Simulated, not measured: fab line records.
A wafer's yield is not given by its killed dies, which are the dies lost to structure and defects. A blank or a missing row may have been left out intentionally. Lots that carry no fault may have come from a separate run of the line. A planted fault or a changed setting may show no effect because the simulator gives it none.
Which tool is to blame? || flow gf180mcu || 12 lots, 36 wafers sampled, at 4 steps of a route of 602

## WHAT THE GAUGES SHOWED, per wafer
GF_POLY_GATE_THK_MEAS_17. Usual: for POLY_GATE_OXIDATION_THK the level is 4.00 nm and the standard deviation is 0.082.
{"lot": "L653", "measured": "day 9 22:58", "on": "film-metro-03", "POLY_GATE_OXIDATION_THK (nm)": "3.96 4.01 3.98", "flag": ""}
{"lot": "L655", "measured": "day 10 13:41", "on": "film-metro-04", "POLY_GATE_OXIDATION_THK (nm)": "4.00 4.02 4.01", "flag": ""}
{"lot": "L656", "measured": "day 10 18:20", "on": "film-metro-03", "POLY_GATE_OXIDATION_THK (nm)": "4.01 3.96 4.05", "flag": ""}
{"lot": "L657", "measured": "day 10 23:59", "on": "film-metro-04", "POLY_GATE_OXIDATION_THK (nm)": "3.85 3.84 3.82", "flag": ""}
{"lot": "L658", "measured": "day 11 10:04", "on": "film-metro-03", "POLY_GATE_OXIDATION_THK (nm)": "4.01 3.97 4.00", "flag": ""}
{"lot": "L663", "measured": "day 12 21:26", "on": "film-metro-04", "POLY_GATE_OXIDATION_THK (nm)": "3.97 3.99 3.96", "flag": ""}
{"lot": "L668", "measured": "day 14 10:09", "on": "film-metro-03", "POLY_GATE_OXIDATION_THK (nm)": "4.04 3.98 3.98", "flag": ""}
{"lot": "L670", "measured": "day 15 03:20", "on": "film-metro-02", "POLY_GATE_OXIDATION_THK (nm)": "4.19 4.08 4.14", "flag": ""}
{"lot": "L671", "measured": "day 15 08:07", "on": "film-metro-02", "POLY_GATE_OXIDATION_THK (nm)": "4.09 4.16 4.13", "flag": ""}
{"lot": "L672", "measured": "day 15 12:52", "on": "film-metro-03", "POLY_GATE_OXIDATION_THK (nm)": "4.07 4.04 4.03", "flag": ""}
{"lot": "L673", "measured": "day 15 18:28", "on": "film-metro-04", "POLY_GATE_OXIDATION_THK (nm)": "3.99 4.08 4.07", "flag": ""}
{"lot": "L674", "measured": "day 16 05:30", "on": "film-metro-02", "POLY_GATE_OXIDATION_THK (nm)": "4.05 4.01 4.06", "flag": ""}

GF_HV_LDD_OVL_MEAS_20. Usual: for HV_LDD_01_OVL the level is 0.6 nm and the standard deviation is 1.4.
{"lot": "L653", "measured": "day 11 11:34", "on": "overlay-01", "HV_LDD_01_OVL (nm)": "2.6 1.3 0.9", "flag": ""}
{"lot": "L655", "measured": "day 12 03:10", "on": "overlay-02", "HV_LDD_01_OVL (nm)": "3.8 0.8 3.3", "flag": ""}
{"lot": "L656", "measured": "day 12 08:16", "on": "overlay-01", "HV_LDD_01_OVL (nm)": "0.6 0.5 1.9", "flag": ""}
{"lot": "L657", "measured": "day 12 14:10", "on": "overlay-01", "HV_LDD_01_OVL (nm)": "1.6 -0.1 0.2", "flag": ""}
{"lot": "L658", "measured": "day 13 01:25", "on": "overlay-02", "HV_LDD_01_OVL (nm)": "-1.3 -1.6 -1.8", "flag": ""}
{"lot": "L663", "measured": "day 14 13:27", "on": "overlay-02", "HV_LDD_01_OVL (nm)": "-0.6 0.8 -2.0", "flag": ""}
{"lot": "L668", "measured": "day 16 04:58", "on": "overlay-02", "HV_LDD_01_OVL (nm)": "1.0 1.9 1.7", "flag": ""}
{"lot": "L670", "measured": "day 16 23:51", "on": "overlay-02", "HV_LDD_01_OVL (nm)": "2.4 1.1 1.1", "flag": ""}
{"lot": "L671", "measured": "day 17 04:16", "on": "overlay-02", "HV_LDD_01_OVL (nm)": "1.6 0.1 -0.5", "flag": ""}
{"lot": "L672", "measured": "day 17 10:24", "on": "overlay-01", "HV_LDD_01_OVL (nm)": "0.1 0.9 -1.6", "flag": ""}
{"lot": "L673", "measured": "day 17 14:40", "on": "overlay-01", "HV_LDD_01_OVL (nm)": "1.6 -0.2 0.3", "flag": ""}
{"lot": "L674", "measured": "day 18 02:52", "on": "overlay-02", "HV_LDD_01_OVL (nm)": "1.6 1.9 2.4", "flag": ""}

GF_HV_LDD_THK_MEAS_55. Usual: for HV_LDD_CVD_54_THK the level is 9.99 nm and the standard deviation is 0.11.
{"lot": "L653", "measured": "day 13 04:24", "on": "film-metro-03", "HV_LDD_CVD_54_THK (nm)": "9.73 9.96 9.81", "flag": ""}
{"lot": "L655", "measured": "day 13 22:07", "on": "film-metro-02", "HV_LDD_CVD_54_THK (nm)": "9.98 10.13 9.86", "flag": ""}
{"lot": "L656", "measured": "day 14 02:08", "on": "film-metro-03", "HV_LDD_CVD_54_THK (nm)": "9.95 9.97 9.81", "flag": ""}
{"lot": "L657", "measured": "day 14 08:41", "on": "film-metro-01", "HV_LDD_CVD_54_THK (nm)": "9.91 9.97 9.92", "flag": ""}
{"lot": "L658", "measured": "day 14 20:31", "on": "film-metro-03", "HV_LDD_CVD_54_THK (nm)": "10.18 10.04 10.15", "flag": ""}
{"lot": "L663", "measured": "day 16 10:18", "on": "film-metro-03", "HV_LDD_CVD_54_THK (nm)": "10.16 10.03 10.07", "flag": ""}
{"lot": "L668", "measured": "day 18 05:07", "on": "film-metro-01", "HV_LDD_CVD_54_THK (nm)": "5.78 5.84 5.72", "flag": "OFF"}
{"lot": "L670", "measured": "day 19 02:35", "on": "film-metro-02", "HV_LDD_CVD_54_THK (nm)": "9.80 9.76 9.82", "flag": ""}
{"lot": "L671", "measured": "day 19 06:22", "on": "film-metro-01", "HV_LDD_CVD_54_THK (nm)": "10.03 9.85 9.81", "flag": ""}
{"lot": "L672", "measured": "day 19 12:16", "on": "film-metro-02", "HV_LDD_CVD_54_THK (nm)": "9.97 10.02 9.95", "flag": ""}
{"lot": "L673", "measured": "day 19 16:15", "on": "film-metro-02", "HV_LDD_CVD_54_THK (nm)": "9.96 9.89 9.90", "flag": ""}
{"lot": "L674", "measured": "day 20 05:53", "on": "film-metro-02", "HV_LDD_CVD_54_THK (nm)": "9.96 10.00 10.03", "flag": ""}

## WHAT TOOL EACH LOT RAN ON (gives the tool, then ch and the chambers of the sampled wafers, and finally the start)
{"lot": "L653", "GF_HV_LDD_CVD_54": "lpcvd-01 ch 0, day 13 03:22"}
{"lot": "L655", "GF_HV_LDD_CVD_54": "lpcvd-01 ch 0, day 13 21:05"}
{"lot": "L656", "GF_HV_LDD_CVD_54": "lpcvd-02 ch 0, day 14 01:07"}
{"lot": "L657", "GF_HV_LDD_CVD_54": "lpcvd-02 ch 0, day 14 07:39"}
{"lot": "L658", "GF_HV_LDD_CVD_54": "lpcvd-02 ch 1, day 14 19:30"}
{"lot": "L663", "GF_HV_LDD_CVD_54": "lpcvd-02 ch 0, day 16 09:17"}
{"lot": "L668", "GF_HV_LDD_CVD_54": "lpcvd-01 ch 0, day 18 04:05"}
{"lot": "L670", "GF_HV_LDD_CVD_54": "lpcvd-02 ch 0, day 19 01:34"}
{"lot": "L671", "GF_HV_LDD_CVD_54": "lpcvd-02 ch 1, day 19 05:20"}
{"lot": "L672", "GF_HV_LDD_CVD_54": "lpcvd-02 ch 0, day 19 11:14"}
{"lot": "L673", "GF_HV_LDD_CVD_54": "lpcvd-02 ch 1, day 19 15:14"}
{"lot": "L674", "GF_HV_LDD_CVD_54": "lpcvd-02 ch 1, day 20 04:51"}
- GF_HV_LDD_CVD_54: deposits SiO2 from TEOS, target thk 10 nm, time 75 s.

## WHAT THE TOOLS THEMSELVES READ (means of the sampled wafers that have a number; where no wafer has one, the mark that the record gives instead)
GF_HV_LDD_CVD_54. Usual: spike-tc-bottom-C 700.8 C, standard deviation 2.6; spike-tc-centre-C 680.9 C, standard deviation 1.1; spike-tc-lower-C 679.6 C, standard deviation 1.1; spike-tc-top-C 697 C, standard deviation 3.6; spike-tc-upper-C 680.1 C, standard deviation 1.4; susceptor-temp-C 680.02 C, standard deviation 0.29.
{"lot": "L653", "tool": "lpcvd-01", "spike-tc-bottom-C (C)": 702.3, "spike-tc-centre-C (C)": 680.6, "spike-tc-lower-C (C)": 679.4, "spike-tc-top-C (C)": 703, "spike-tc-upper-C (C)": 680.3, "susceptor-temp-C (C)": 679.78, "flag": ""}
{"lot": "L655", "tool": "lpcvd-01", "spike-tc-bottom-C (C)": 701.3, "spike-tc-centre-C (C)": 680.7, "spike-tc-lower-C (C)": 678.8, "spike-tc-top-C (C)": 701, "spike-tc-upper-C (C)": 681.0, "susceptor-temp-C (C)": 680.39, "flag": ""}
{"lot": "L656", "tool": "lpcvd-02", "spike-tc-bottom-C (C)": 697.4, "spike-tc-centre-C (C)": 682.1, "spike-tc-lower-C (C)": 680.0, "spike-tc-top-C (C)": 693, "spike-tc-upper-C (C)": 679.8, "susceptor-temp-C (C)": 679.91, "flag": ""}
{"lot": "L657", "tool": "lpcvd-02", "spike-tc-bottom-C (C)": 698.0, "spike-tc-centre-C (C)": 682.0, "spike-tc-lower-C (C)": 680.0, "spike-tc-top-C (C)": 694, "spike-tc-upper-C (C)": 680.6, "susceptor-temp-C (C)": 679.81, "flag": ""}
{"lot": "L658", "tool": "lpcvd-02", "spike-tc-bottom-C (C)": 700.7, "spike-tc-centre-C (C)": 680.9, "spike-tc-lower-C (C)": 680.0, "spike-tc-top-C (C)": 696, "spike-tc-upper-C (C)": 679.3, "susceptor-temp-C (C)": 679.68, "flag": ""}
{"lot": "L663", "tool": "lpcvd-02", "spike-tc-bottom-C (C)": 697.3, "spike-tc-centre-C (C)": 681.1, "spike-tc-lower-C (C)": 679.6, "spike-tc-top-C (C)": 693, "spike-tc-upper-C (C)": 680.9, "susceptor-temp-C (C)": 679.58, "flag": ""}
{"lot": "L668", "tool": "lpcvd-01", "spike-tc-bottom-C (C)": 680.5, "spike-tc-centre-C (C)": 659.4, "spike-tc-lower-C (C)": 658.2, "spike-tc-top-C (C)": 682, "spike-tc-upper-C (C)": 659.4, "susceptor-temp-C (C)": 658.69, "flag": "OFF"}
{"lot": "L670", "tool": "lpcvd-02", "spike-tc-bottom-C (C)": 697.2, "spike-tc-centre-C (C)": 680.7, "spike-tc-lower-C (C)": 678.9, "spike-tc-top-C (C)": 693, "spike-tc-upper-C (C)": 680.6, "susceptor-temp-C (C)": 680.15, "flag": ""}
{"lot": "L671", "tool": "lpcvd-02", "spike-tc-bottom-C (C)": 702.9, "spike-tc-centre-C (C)": 681.3, "spike-tc-lower-C (C)": 680.6, "spike-tc-top-C (C)": 694, "spike-tc-upper-C (C)": 678.5, "susceptor-temp-C (C)": 680.06, "flag": ""}
{"lot": "L672", "tool": "lpcvd-02", "spike-tc-bottom-C (C)": 697.5, "spike-tc-centre-C (C)": 681.9, "spike-tc-lower-C (C)": 679.6, "spike-tc-top-C (C)": 694, "spike-tc-upper-C (C)": 680.2, "susceptor-temp-C (C)": 680.11, "flag": ""}
{"lot": "L673", "tool": "lpcvd-02", "spike-tc-bottom-C (C)": 701.2, "spike-tc-centre-C (C)": 680.6, "spike-tc-lower-C (C)": 680.0, "spike-tc-top-C (C)": 695, "spike-tc-upper-C (C)": 678.2, "susceptor-temp-C (C)": 680.25, "flag": ""}
{"lot": "L674", "tool": "lpcvd-02", "spike-tc-bottom-C (C)": 701.6, "spike-tc-centre-C (C)": 681.8, "spike-tc-lower-C (C)": 681.1, "spike-tc-top-C (C)": 694, "spike-tc-upper-C (C)": 678.2, "susceptor-temp-C (C)": 679.72, "flag": ""}

## THE ANSWER, worked out from the rows above alone
Rule: a lot counts as off when the mean over its wafers that have a number is more than 3 standard deviations away from the usual mean. Also off: a lot with no number at a reading for which 4 or more lots have one. Any other lot the step has rows for is counted as sound. After the gauges, taken in route order, come the tools' own readings; for these a lot's mean is taken, as printed above. At the first step where some lot is off, the reading lying furthest off is the one used; lots without a number count as furthest.
Off: at GF_HV_LDD_THK_MEAS_55 (HV_LDD_CVD_54_THK), L668.
A tool fits if, at a process step before that reading, it ran every lot that is off, and no sound lot after the first of them. Not tried: the gauges at GF_HV_LDD_THK_MEAS_55; whatever is off there is also off at GF_HV_LDD_CVD_54, on other tools, and gauge error can't account for it. One candidate fits, namely lpcvd-01 at GF_HV_LDD_CVD_54. A fault onset in the window from L655 (day 13 21:05, its last sound lot) to L668 (day 18 04:05, its first lot off) fits.
The tool's own readings at GF_HV_LDD_CVD_54 bear it out: on the lots that are off they differ by more than 5 times the standard deviation of the sound lots' means. spike-tc-bottom-C reads 680.5 C there against 699.8 C on the sound lots; spike-tc-centre-C reads 659.4 C there against 681.2 C on the sound lots; spike-tc-lower-C reads 658.2 C there against 679.8 C on the sound lots; spike-tc-upper-C reads 659.4 C there against 679.8 C on the sound lots; susceptor-temp-C reads 658.69 C there against 679.95 C on the sound lots.

## WHAT THE SIMULATOR PUT IN
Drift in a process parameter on lpcvd-01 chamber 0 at GF_HV_LDD_CVD_54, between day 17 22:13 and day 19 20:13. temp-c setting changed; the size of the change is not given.
Lots struck among those shown: L668. The rule above reached the same finding.
